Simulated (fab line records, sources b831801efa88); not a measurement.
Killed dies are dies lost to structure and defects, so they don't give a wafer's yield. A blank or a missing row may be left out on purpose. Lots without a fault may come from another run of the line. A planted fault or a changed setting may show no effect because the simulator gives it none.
A struck lot beside a sound one | flow sky130 | 37 steps out of a route of 708
Sound: wafers L873.1, L873.4, L873.5. Struck: wafer L867.3. (L867.2 of the same lot was not struck and is left out.) The cause comes at the end.
At each step with rows: each side's tool, then ch and its chambers, then its first start. Under that, the readings that differ: sound wafers | struck wafers | difference of the means | sigmas: that difference in standard deviations of wafers without a fault.
alike: readings whose means differ by less than 2 such deviations, and words and numbers that are the same on both sides. not compared: withheld readings, readings that some wafer has no value for, bounds like >300 that may hide the same value, and numbers for which the record gives no deviation and whose values overlap.
The two part at a step that has a row with sigmas, a row that says differs or no value, or rows on one side only. Numbers that don't overlap but have no deviation are shown without sigmas and don't part them. A reading that every wafer of one side lacks parts them only if that side has two wafers or more.

first, 1 step without rows for these wafers: SKY_METAL2_DEVELOP_14 (develop time 60 s).
SKY_METAL2_CD_MEAS_15: target cd 140 nm.
  sound on cd_sem-02, day 40 12:14; struck on cd_sem-02, day 38 17:41
  alike: cd_nm
SKY_METAL2_OVL_MEAS_16:
  sound on overlay-01, day 40 12:22; struck on overlay-01, day 38 17:47
  alike: METAL2_OVL
then, 1 step without rows for these wafers: SKY_METAL2_DESCUM_17 (chemistry O2, time 8 s).
SKY_METAL2_ETCH_18: etches BARC in N2/H2, stops on SiO2, time 45.9 s, target depth 60 nm.
  sound on rie_metal-04 ch 0,1, day 40 12:25; struck on rie_metal-04 ch 0, day 38 17:54
  alike: bias_w, drypump_motor_current_A, oes_product_au, throttle_valve_pct
  not compared: rf_hours_counter_h
SKY_METAL2_METAL_ETCH_19: etches the open film in Cl2/BCl3, stops on SiO2, target depth 360 nm, time 78 s.
  sound on rie_metal-04 ch 0,1, day 40 12:29; struck on rie_metal-04 ch 0, day 38 18:02
  alike: bias_w, drypump_motor_current_A, oes_product_au, throttle_valve_pct
  not compared: rf_hours_counter_h
then, 5 steps without rows for these wafers: SKY_METAL2_STRIP_20 (strips in O2/N2); SKY_METAL2_STRIP_21 (strips in post etch residue remover, time 1200 s); SKY_METAL2_CLEAN_22 (cleans in IPA, time 180 s); SKY_METAL2_CLEAN_23 (cleans in O3/DIW); SKY_VIA2_HDPCVD_00 (deposits SiO2, target thk 1180 nm, time 196.7 s).
SKY_VIA2_THK_MEAS_01:
  sound on film_metro-02, day 40 13:17; struck on film_metro-02, day 38 19:01
  alike: VIA2_HDPCVD_THK
SKY_VIA2_CMP_02: polishes SiO2.
  sound on cmp-01 ch 1,2, day 40 13:21; struck on cmp-02 ch 3, day 38 19:07
  reading                                  | sound             | struck | difference | sigmas
  model.SiO2_of_VIA2_HDPCVD_00.thk_nm (nm) | 493.5 495.2 493.5 | 616.9  | +122.8     |
  alike: motor_current_A
SKY_VIA2_BOW_MEAS_03:
  sound on film_metro-04, day 40 13:39; struck on film_metro-04, day 38 19:23
  alike: VIA2_BOW
then, 8 steps without rows for these wafers: SKY_VIA2_DEHYDRATE_04 (time 60 s); SKY_VIA2_HMDS_05 (prime time 60 s); SKY_VIA2_COAT_06 (resist thk 60 nm); SKY_VIA2_COAT_07 (resist thk 450 nm); SKY_VIA2_SOFTBAKE_08 (time 90 s); SKY_VIA2_EXPOSE_09 (exposes mask VIM2, target cd 200 nm); SKY_VIA2_PEB_10; SKY_VIA2_DEVELOP_11 (develop time 60 s).
SKY_VIA2_CD_MEAS_12: target cd 200 nm.
  sound on cd_sem-02, day 41 13:13; struck on cd_sem-02, day 39 19:36
  alike: cd_nm
SKY_VIA2_OVL_MEAS_13:
  sound on overlay-02, day 41 13:20; struck on overlay-02, day 39 19:43
  alike: VIA2_OVL
SKY_VIA2_ETCH_14: etches BARC in N2/H2, stops on SiO2, time 45.9 s, target depth 60 nm.
  sound on rie_diel-03 ch 1,2,3, day 41 13:22; struck on rie_diel-03 ch 2, day 39 19:44
  alike: bias_w, drypump_motor_current_A, oes_product_au, throttle_valve_pct
  not compared: rf_hours_counter_h
SKY_VIA2_ETCH_15: etches SiO2 in C4F8/O2/Ar, stops on TiN, target depth 546 nm, time 84 s.
  sound on rie_diel-03 ch 1,2,3, day 41 13:25; struck on rie_diel-03 ch 2, day 39 19:47
  reading                          | sound             | struck | difference | sigmas
  oes_product_au (a.u.)            | 0.939 0.943 0.938 | 0.989  | +0.049     | +10
  model.VIA2.feature_depth_nm (nm) | 493.5 495.2 493.5 | 538.8  | +44.7      |
  model.etch.depth_nm (nm)         | 493.5 495.2 493.5 | 538.8  | +44.7      |
  alike: bias_w
  not compared: rf_hours_counter_h
SKY_VIA2_STRIP_16: strips in O2/N2.
  sound on plasma_asher-02 ch 0,1, day 41 13:28; struck on plasma_asher-03 ch 0, day 39 19:51
  alike: drypump_motor_current_A, oes_product_au, strip_time_to_endpoint_s
  not compared: rf_hours_counter_h
then, 5 steps without rows for these wafers: SKY_VIA2_STRIP_17 (strips in post etch residue remover, time 1200 s); SKY_VIA2_CLEAN_18 (cleans in IPA, time 180 s); SKY_VIA2_CLEAN_19 (cleans in O3/DIW); SKY_VIA2_SPUTTER_20 (material TiN, target thk 20 nm, time 80 s); SKY_VIA2_CVD_21 (deposits W, target thk 420 nm, time 126.4 s).
SKY_VIA2_CMP_24: polishes, stops on SiO2, t overpolish 20 s, target thk 0 nm.
  sound on cmp-01 ch 0,1,3, day 41 14:29; struck on cmp-01 ch 3, day 39 20:49
  reading                                  | sound             | struck | difference | sigmas
  model.SiO2_of_VIA2_HDPCVD_00.thk_nm (nm) | 489.1 490.8 489.1 | 612.5  | +122.8     |
  alike: motor_current_A
SKY_METAL3_SPUTTER_00: material Ti, target thk 15 nm, time 10 s.
  the record has rows for the sound wafers here (pvd_sputter-03, day 41 14:44) and none for the struck ones
SKY_METAL3_SPUTTER_01: material TiN, target thk 20 nm, time 16.7 s.
  the record has rows for the sound wafers here (pvd_sputter-03, day 41 14:46) and none for the struck ones
SKY_METAL3_SPUTTER_02: material AlCu, target thk 735 nm, time 39.1 s.
  the record has rows for the sound wafers here (pvd_sputter-03, day 41 14:47) and none for the struck ones
-- the record jumps here: 9 days lie between the struck wafers' starts before and after (it left off in module METAL3 and takes up again in module PAD_OPEN, whose first step shown is number 708 of the route) --
SKY_PAD_OPEN_PROBE_99:
  sound on prober-01, day 50 00:08; struck on prober-02, day 48 15:44
  reading                                    | sound | struck | difference | sigmas
  model.etest.sram_nfet_pass.open            | 0 0 0 | 1      | +1         |
  model.etest.sonos_erased.open              | 0 0 0 | 1      | +1         |
  model.etest.diode_pwell_dnwell.under_floor | 0 0 0 | 1      | +1         |
  model.etest.nfet_16v.open                  | 0 0 0 | 1      | +1         |
  model.etest.res_pwell_under_gate.open      | 0 0 0 | 1      | +1         |
  model.etest.tip_n.open                     | 0 0 0 | 1      | +1         |
  model.etest.tip_p.open                     | 0 0 0 | 1      | +1         |
  model.etest.res_li.open                    | 0 0 0 | 1      | +1         |

WHERE THEY PART
First at SKY_VIA2_ETCH_15; last, within this record, at SKY_METAL3_SPUTTER_02.

WHY: what the simulator had put in
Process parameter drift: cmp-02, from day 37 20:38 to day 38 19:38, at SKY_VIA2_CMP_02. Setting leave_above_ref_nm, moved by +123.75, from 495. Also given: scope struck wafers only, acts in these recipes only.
